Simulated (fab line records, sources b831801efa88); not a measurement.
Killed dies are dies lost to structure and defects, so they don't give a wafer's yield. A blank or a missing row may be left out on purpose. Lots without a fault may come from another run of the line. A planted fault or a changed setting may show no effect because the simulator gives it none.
Chamber matching | flow sky130 | SKY_POLY_GATE_ETCH_17 on rie_si-02: 4 sister chambers
The step etches poly-Si in HBr/Cl2, stops on SiO2, target depth 180 nm, time 70.5 s. 4 wafers are shown with their chamber, then 7 later ones without.

WAFERS WITH THEIR CHAMBER
wafer  | chamber | drypump_motor_current_A (A)
L220.2 | 0       | 6.4
L219.6 | 3       | 5.2
L235.1 | 1       | 6.2
L235.2 | 2       | 4.9

WAFERS WITHOUT THEIR CHAMBER
wafer  | drypump_motor_current_A (A)
L235.6 | 5.2
L236.1 | 5.2
L236.2 | 6.4
L236.4 | 4.8
L238.1 | 6.3
L238.5 | 6.3
L238.6 | 6.2

WHICH CHAMBER EACH WENT THROUGH
wafer  | from the rows above     | in truth
L235.6 | 3                       | 3
L236.1 | 3                       | 3
L236.2 | 0                       | 0
L236.4 | 2                       | 2
L238.1 | can't be placed: 1 or 0 | 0
L238.5 | can't be placed: 1 or 0 | 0
L238.6 | 1                       | 1
Placed correctly: 5 of 7. Can't be placed from these rows: 2 (the true chamber is among the candidates in 2). Placed wrongly: 0.
How it was worked out, from the rows above alone: a wafer's distance from a chamber is the root of the sum, over the readings, of the square of ((its reading less the chamber's mean) divided by the reading's scatter). The wafer belongs to the nearest chamber; if the next one is less than 2 further off, it can't be placed. A chamber's mean is the mean of its shown wafers. The scatter: with one shown wafer a chamber, the root of the mean of the squares of how far each hidden wafer lies from its nearest shown one.
